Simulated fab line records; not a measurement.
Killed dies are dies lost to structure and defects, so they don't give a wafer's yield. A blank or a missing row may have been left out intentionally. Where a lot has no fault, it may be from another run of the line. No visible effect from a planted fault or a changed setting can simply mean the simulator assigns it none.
Matching of chambers -- flow sky130 -- cmp-02 running SKY_VIA4_CMP_21: 4 sister chambers
The step polishes, stops on SiO2, t overpolish 25 s, target thk 0 nm. 24 wafers are shown with their chamber, then 11 later ones without.

## WAFERS WITH THEIR CHAMBER
wafer,chamber,motor_current_A (A),time_to_endpoint_s (s),head_pressure_psi (psi)
L074.2,1,12.0,123,3.503
L074.3,2,10.4,118,3.495
L074.4,3,11.5,122,3.494
L077.1,0,9.8,122,3.492
L077.4,2,10.5,116,3.502
L077.6,1,11.4,121,3.501
L075.1,2,10.8,112,3.506
L075.5,1,12.6,118,3.515
L075.6,0,10.1,121,3.499
L076.2,2,10.7,111,3.503
L076.5,1,12.2,118,3.499
L076.6,0,9.8,123,3.498
L080.3,3,11.8,125,3.501
L080.4,2,11.0,118,3.496
L081.2,0,10.6,123,3.506
L081.3,2,10.5,113,3.518
L081.4,3,11.7,116,3.494
L089.2,0,10.3,121,3.496
L089.4,3,11.2,114,3.500
L089.5,2,10.5,112,3.491
L090.1,1,11.3,120,3.516
L090.2,3,12.1,118,3.502
L090.6,0,10.2,122,3.516
L091.2,0,9.8,122,3.499

SIGNATURES (averages over the wafers above)
reading,chamber 0,chamber 1,chamber 2,chamber 3,scatter within a chamber
motor_current_A,10.086,11.900,10.629,11.660,0.353
time_to_endpoint_s,122.00,120.00,114.29,119.00,2.79
head_pressure_psi,3.50086,3.50680,3.50157,3.49820,0.00766
Rule: a wafer's distance from a chamber is the root of the sum, over the readings, of the square of ((its reading less the chamber's mean) divided by the reading's scatter). If the next closest chamber is less than 2 further off than the closest, the wafer can't be placed; otherwise it belongs to the closest. The scatter is the square root of a quotient: the sum, over the shown wafers, of each reading's squared deviation from its chamber's mean, divided by wafers minus chambers.

## WAFERS WHOSE CHAMBER IS MISSING
wafer,motor_current_A (A),time_to_endpoint_s (s),head_pressure_psi (psi)
L091.3,12.4,122,3.485
L091.6,12.1,115,3.508
L093.1,10.3,123,3.504
L093.3,11.6,118,3.505
L093.6,10.2,117,3.496
L095.3,11.7,118,3.499
L095.4,10.4,113,3.489
L095.6,10.5,112,3.503
L097.2,11.4,113,3.503
L097.3,10.1,114,3.498
L097.5,10.3,110,3.494

## WHICH CHAMBER EACH ONE RAN IN
wafer,from the rows above,in truth
L091.3,can't be placed: 3 or 1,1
L091.6,can't be placed: 1 or 3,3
L093.1,0,0
L093.3,can't be placed: 3 or 1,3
L093.6,can't be placed: 2 or 0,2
L095.3,can't be placed: 3 or 1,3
L095.4,can't be placed: 2 or 0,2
L095.6,2,2
L097.2,can't be placed: 2 or 3 or 1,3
L097.3,can't be placed: 2 or 0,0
L097.5,2,2
Correct placement for 3 of the 11. Cannot be placed on the basis of these rows: 8; the candidates contain the true chamber in 8. 0 placed wrongly.
